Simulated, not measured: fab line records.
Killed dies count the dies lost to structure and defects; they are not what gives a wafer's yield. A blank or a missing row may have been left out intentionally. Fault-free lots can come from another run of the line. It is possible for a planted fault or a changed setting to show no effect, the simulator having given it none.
fab line records | flow gf180mcu
[record] lots = 15 wafers = 45 last-day = 34
route steps=602 shown STI@25 DNWELL@40 VT_IMPLANT@95
lots that met no fault: taken from a fault-free run of the same line
start-h: the number of hours between the record's first day and the start of the first shown wafer of the lot | wait-h: time in hours since the lot's previous step | " unchanged from the row above | L1.1+2: a row that stands for several wafers | - either no value or no given start | * or withheld: withheld | < > ~ a bound
route shown NAME@n: names a module that has steps shown in the file, with the first one's number in the route | usual: mean and standard deviation over wafers with no fault | same: alike in all rows | chamber/n: place in a boat | sites: each site's reading | _std_site: the standard deviation of these | _edge_site: mean of outer sites minus mean of inner sites | radius-mm: how far each site lies from the wafer's centre | mask NAME#n: copy n | behind: the last tool/chamber to shape the wafer | hold: cause of the lot's hold/its duration in hours/its outcome | device: the transistor (n, p or np) that didn't switch | end of line: at the end of the route, the tests of the same wafers | a step without rows: its recipe alone | killed: at the first sort, the dies lost to defects and structure; wafer yield is something else | map: dies across one wafer; x = killed, . = not, _ = none there
set.NAME: the run value of the setting; set.NAME@STEP: its run value at that earlier step | model.NAME: the simulator's own value behind a step, which no gauge read
the route's steps for a sample of lots (tables are steps, rows are wafers)
services: a tool's chamber out of use, with start hour (start-h, from the record's first day; less than 0 if before it), hours out, and reason
[[steps]]
[step GF_STI_THK_MEAS_24]
[recipe] reads = SiO2_of_STI_CVD_23
[usual] STI_CVD_23_THK = 650/7
// columns lot.wafer tool chamber start-h wait-h STI_CVD_23_THK[nm]
L624.1 film-metro-03 - 54.44 0.0 641
L624.3 " - " " 650
L624.6 " - " " 658
L625.2 film-metro-03 - 58.19 0.1 647
L625.4 " - " " 655
L625.5 " - " " 653
L626.1 film-metro-01 - 63.61 0.1 643
L626.2 " - " " 638
L626.4 " - " " 641
L627.3 film-metro-03 - 68.68 0.1 653
L627.4 " - " " 653
L627.6 " - " " 642
L628.1 film-metro-01 - 73.40 0.0 647
L628.2 " - " " 653
L628.5 " - " " 657
L632.1 film-metro-03 - 94.70 0.0 653
L632.3 " - " " 648
L632.6 " - " " 652
L633.1 film-metro-01 - 99.97 0.0 665
L633.3 " - " " 651
L633.6 " - " " 653
L634.4 film-metro-01 - 105.14 0.0 662
L634.5 " - " " 651
L634.6 " - " " 644
L635.1 film-metro-02 - 110.34 0.0 644
L635.2 " - " " 649
L635.4 " - " " 655
L637.2 film-metro-02 - 119.82 0.0 661
L637.4 " - " " 653
L637.5 " - " " 650
L638.1 film-metro-02 - 125.45 0.0 641
L638.2 " - " " 647
L638.6 " - " " 641
L639.2 film-metro-03 - 130.67 0.0 654
L639.3 " - " " 670
L639.4 " - " " 660
L640.1 film-metro-02 - 134.96 0.0 650
L640.4 " - " " 649
L640.5 " - " " 645
L641.3 film-metro-01 - 140.87 0.1 650
L641.4 " - " " 660
L641.6 " - " " 650
L642.2 film-metro-03 - 145.87 0.0 649
L642.3 " - " " 638
L642.6 " - " " 645
[step GF_DNWELL_STRIP_08]
[recipe] chemistry = O2/N2 power-w = 1400 pressure-mtorr = 1500 platen-temp-c = 250 o2-flow-sccm = 3000 n2-flow-sccm = 300 overash-fraction = 0.5
[usual] drypump-motor-current-A = 6.1/0.38 heater-power-w = 323/25 oes-product-au = 0.722/0.0042 platen-temp-c = 250.00/0.18 strip-time-to-endpoint-s = 36.93/0.089
// columns lot.wafer tool chamber start-h wait-h drypump-motor-current-A heater-power-w oes-product-au platen-temp-c rf-hours-counter-h strip-time-to-endpoint-s
L624.1 plasma-asher-04 0 69.08 0.1 5.6 312 0.719 250.18 42 36.84
L624.3 " 0 " " 5.6 313 0.717 250.12 - 36.80
L624.6 " 0 " " 5.6 315 0.720 250.22 - 36.88
L625.2 plasma-asher-03 0 75.22 0.1 6.3 290 0.723 250.18 30 36.97
L625.4 " 0 " " 6.3 301 0.724 250.10 - 36.95
L625.5 " 1 " " 6.0 349 0.720 249.76 - 37.05
L626.1 plasma-asher-03 0 79.43 0.1 6.3 296 0.725 249.94 31 37.09
L626.2 " 1 " " 6.0 339 0.724 250.23 31 36.99
L626.4 " 0 " " 6.3 298 0.724 250.08 - 36.91
L627.3 plasma-asher-01 0 84.66 0.1 6.4 304 0.721 250.13 - 36.80
L627.4 " 1 " " 6.0 358 0.726 249.88 - 36.89
L627.6 " 1 " " 6.0 361 0.729 249.85 - 36.86
L628.1 plasma-asher-01 1 89.62 0.1 6.0 359 0.724 249.87 40 36.97
L628.2 " 0 " " 6.4 302 0.730 249.98 40 36.90
L628.5 " 0 " " 6.4 307 0.722 249.90 - 37.04
L632.1 plasma-asher-03 0 111.52 0.1 6.3 290 0.724 250.10 34 36.84
L632.3 " 1 " " 6.0 341 0.719 249.92 - 36.93
L632.6 " 0 " " 6.3 298 0.722 250.02 - 36.90
L633.1 plasma-asher-03 0 117.28 0.1 6.3 294 0.721 250.10 34 37.05
L633.3 " 1 " " 6.0 345 0.728 249.92 - 37.14
L633.6 " 1 " " 6.0 335 0.722 250.13 - 37.02
L634.4 plasma-asher-03 1 122.35 0.1 6.1 343 0.725 250.08 - 36.94
L634.5 " 1 " " 6.1 338 0.721 249.89 - 36.91
L634.6 " 0 " " 6.3 302 0.726 249.95 - 36.83
L635.1 plasma-asher-03 0 128.07 0.1 6.3 298 0.715 249.93 36 37.01
L635.2 " 1 " " 6.0 338 0.718 250.42 36 36.91
L635.4 " 1 " " 6.0 343 0.710 250.40 - 36.84
L637.2 plasma-asher-01 1 138.37 0.1 6.0 343 0.724 250.25 3 36.82
L637.4 " 0 " " 6.4 298 0.727 249.82 - 36.93
L637.5 " 1 " " 6.0 352 0.734 250.23 - 36.91
L638.1 plasma-asher-03 1 143.67 0.1 6.0 337 0.730 249.92 38 37.05
L638.2 " 0 " " 6.3 300 0.725 250.18 38 37.00
L638.6 " 0 " " 6.3 305 0.724 249.94 - 36.95
L639.2 plasma-asher-04 0 147.77 0.1 5.6 303 0.713 250.03 52 36.83
L639.3 " 0 " " 5.6 315 0.720 250.01 - 36.92
L639.4 " 1 " " 5.1 329 0.716 249.73 - 36.74
L640.1 plasma-asher-04 1 153.27 0.1 5.0 320 0.714 249.92 52 36.75
L640.4 " 0 " " 5.6 303 0.720 249.86 - 36.86
L640.5 " 1 " " 5.1 326 0.719 250.00 - 36.84
L641.3 plasma-asher-01 0 159.20 0.1 6.5 296 0.720 250.31 - 36.98
L641.4 " 1 " " 6.0 346 0.723 249.94 - 36.95
L641.6 " 1 " " 6.0 350 0.717 250.20 - 37.00
L642.2 plasma-asher-01 1 165.43 0.1 6.0 344 0.717 249.70 6 36.88
L642.3 " 0 " " 6.4 296 0.727 249.81 - 36.94
L642.6 " 0 " " 6.4 300 0.720 249.74 - 36.93
[step GF_VT_IMPLANT_PEB_05]
[recipe] temp-c = withheld time-s = * resist = NOVOLAK
[usual] chill-plate-temp-C = * exhaust-pa = 45.0/0.85
// columns lot.wafer tool chamber start-h wait-h chill-plate-temp-C exhaust-pa
L624.1 litho-track-04 0 141.53 - * 45.8
L624.3 " 0 " " * 45.4
L624.6 " 0 " " * 46.0
L625.2 litho-track-02 0 147.54 - * 44.5
L625.4 " 0 " " * 45.5
L625.5 " 0 " " * 44.5
L626.1 litho-track-02 - 153.67 - - -
L626.2 " - " " - -
L626.4 " - " " - -
L627.3 litho-track-02 - 160.57 - - -
L627.4 " - " " - -
L627.6 " - " " - -
L628.1 litho-track-02 - 164.32 - - -
L628.2 " - " " - -
L628.5 " - " " - -
L632.1 litho-track-04 0 190.28 - * 45.2
L632.3 " 0 " " * 44.1
L632.6 " 0 " " * 44.6
L633.1 litho-track-01 0 196.08 - * 44.8
L633.3 " 0 " " * 44.8
L633.6 " 0 " " * 45.3
L634.4 litho-track-01 0 203.90 - * 45.2
L634.5 " 0 " " * 45.6
L634.6 " 0 " " * 46.0
L635.1 litho-track-01 0 208.48 - * 45.1
L635.2 " 0 " " * 44.2
L635.4 " 0 " " * 44.7
L637.2 litho-track-04 0 221.45 - * 45.8
L637.4 " 0 " " * 46.6
L637.5 " 0 " " * 45.5
L638.1 litho-track-04 0 227.13 - * 43.2
L638.2 " 0 " " * 45.1
L638.6 " 0 " " * 45.2
L639.2 litho-track-02 0 232.99 - * 44.3
L639.3 " 0 " " * 45.6
L639.4 " 0 " " * 45.2
L640.1 litho-track-04 0 237.83 - * 43.7
L640.4 " 0 " " * 44.3
L640.5 " 0 " " * 44.1
L641.3 litho-track-04 0 248.23 - * 46.0
L641.4 " 0 " " * 44.4
L641.6 " 0 " " * 46.0
L642.2 litho-track-01 0 253.15 - * 44.3
L642.3 " 0 " " * 44.5
L642.6 " 0 " " * 44.3
[step GF_VT_IMPLANT_STRIP_09]
[recipe] chemistry = O2/N2 power-w = 1400 pressure-mtorr = 1500 platen-temp-c = 250 o2-flow-sccm = 3000 n2-flow-sccm = 300 overash-fraction = 0.5
[usual] drypump-motor-current-A = 5.6/0.41 heater-power-w = 314/17 oes-product-au = 0.715/0.0051 platen-temp-c = 250.01/0.21 strip-time-to-endpoint-s = 12.65/0.038
// columns lot.wafer tool chamber start-h wait-h drypump-motor-current-A heater-power-w oes-product-au platen-temp-c rf-hours-counter-h strip-time-to-endpoint-s
L624.1 plasma-asher-04 0 142.02 0.1 5.6 318 0.710 250.07 51 12.69
L624.3 " 1 " " 5.1 330 0.722 249.77 - 12.66
L624.6 " 0 " " 5.6 311 0.716 250.27 - 12.71
L625.2 plasma-asher-02 0 148.00 0.1 5.6 305 0.724 249.99 47 12.62
L625.4 " 1 " " 5.6 310 0.715 250.28 - 12.66
L625.5 " 1 " " 5.6 307 0.720 250.20 - 12.60
L626.1 plasma-asher-01 0 154.15 0.1 6.5 291 0.708 249.98 5 12.68
L626.2 " 1 " " 6.0 342 0.715 250.04 5 12.70
L626.4 " 0 " " 6.4 295 0.717 249.85 - 12.63
L627.3 plasma-asher-04 1 161.04 0.1 5.0 326 0.716 250.07 - 12.68
L627.4 " 0 " " 5.6 299 0.721 249.75 - 12.64
L627.6 " 1 " " 5.0 338 0.716 250.06 - 12.69
L628.1 plasma-asher-04 0 164.80 0.1 5.6 305 0.719 250.10 53 12.62
L628.2 " 1 " " 5.0 326 0.727 249.84 53 12.65
L628.5 " 1 " " 5.1 337 0.710 249.57 - 12.60
L632.1 plasma-asher-02 0 190.77 0.1 5.6 304 0.714 249.79 51 12.65
L632.3 " 1 " " 5.6 305 0.709 249.74 - 12.65
L632.6 " 0 " " 5.6 306 0.710 249.89 - 12.64
L633.1 plasma-asher-04 0 196.56 0.1 5.6 308 0.724 250.24 57 12.60
L633.3 " 1 " " 5.1 321 0.709 250.12 - 12.61
L633.6 " 0 " " 5.6 314 0.718 250.58 - 12.56
L634.4 plasma-asher-01 1 204.35 0.1 6.0 345 0.720 249.95 - 12.66
L634.5 " 1 " " 6.0 350 0.708 250.06 - 12.68
L634.6 " 0 " " 6.4 292 0.720 249.86 - 12.66
L635.1 plasma-asher-02 1 208.96 0.1 5.6 298 0.714 249.97 53 12.70
L635.2 " 0 " " 5.6 302 0.709 249.77 53 12.70
L635.4 " 1 " " 5.6 304 0.715 249.84 - 12.65
L637.2 plasma-asher-01 1 221.91 0.1 6.0 342 0.719 249.98 12 12.65
L637.4 " 1 " " 6.0 348 0.707 249.80 - 12.66
L637.5 " 0 " " 6.4 300 0.713 250.02 - 12.63
L638.1 plasma-asher-04 0 227.61 0.1 5.6 312 0.717 250.28 60 12.69
L638.2 " 1 " " 5.0 333 0.719 249.77 60 12.70
L638.6 " 0 " " 5.6 307 0.704 250.25 - 12.73
L639.2 plasma-asher-02 1 233.45 0.1 5.6 305 0.714 250.09 55 12.67
L639.3 " 0 " " 5.6 303 0.714 250.14 - 12.67
L639.4 " 1 " " 5.6 309 0.719 249.74 - 12.65
L640.1 plasma-asher-04 1 238.31 0.1 5.0 327 0.708 250.14 61 12.67
L640.4 " 0 " " 5.6 322 0.717 250.33 - 12.65
L640.5 " 1 " " 5.0 329 0.727 250.12 - 12.64
L641.3 plasma-asher-02 0 248.70 0.1 5.6 310 0.715 250.00 - 12.68
L641.4 " 1 " " 5.6 304 0.721 249.91 - 12.65
L641.6 " 0 " " 5.6 300 0.720 250.02 - 12.65
L642.2 plasma-asher-02 1 253.61 0.1 5.6 308 0.714 250.01 57 12.70
L642.3 " 1 " " 5.6 306 0.715 250.14 - 12.63
L642.6 " 0 " " 5.6 305 0.714 249.63 - 12.72
[[services]]
// columns tool chamber start-h hours kind
plasma-asher-02 - 78.22 2.8 pm
plasma-asher-01 - 108.75 9.0 pm
plasma-asher-01 0 108.75 9.0 vent-cycle
plasma-asher-01 1 108.75 9.0 vent-cycle
plasma-asher-01 0 117.75 - clean
plasma-asher-01 1 117.75 - clean
plasma-asher-02 - 122.41 12.1 repair
plasma-asher-02 - 134.46 12.2 pm
plasma-asher-03 - 197.16 1.6 repair
[[key]]
[first-sign] step = GF_VT_IMPLANT_PEB_05 reading = tool-record direction = missing
effect none on later readings
met-at GF_VT_IMPLANT_PEB_05
struck-lots L626,L627,L628
rows-end L628.1,L628.2,L628.5
sort-left-out L626.1,L626.2,L626.4,L627.3,L627.4,L627.6
tester-left-out L626,L627
not-acting-at GF_STI_THK_MEAS_24,GF_DNWELL_STRIP_08,GF_VT_IMPLANT_STRIP_09
onset-between 147.54 153.67
[fault] kind = skipped-step-whole tool = litho-track-02 chamber = - onset-h = 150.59 steps = GF_VT_IMPLANT_PEB_05 scope = struck-lots-only
// tester-left-out: of these lots the tester's yield and bins aren't shown, on N5 and GAA mostly nor the transistor test; their killed dies are dies lost to structure and defects alone, not to doping, threshold or leakage, so they don't give the yield
// sort-left-out: the simulated sort isn't trusted on such a fault, so these wafers' sort isn't shown, and their yield isn't known
// rows-end: these wafers met a further fault down the route, and their rows from its step on are left out
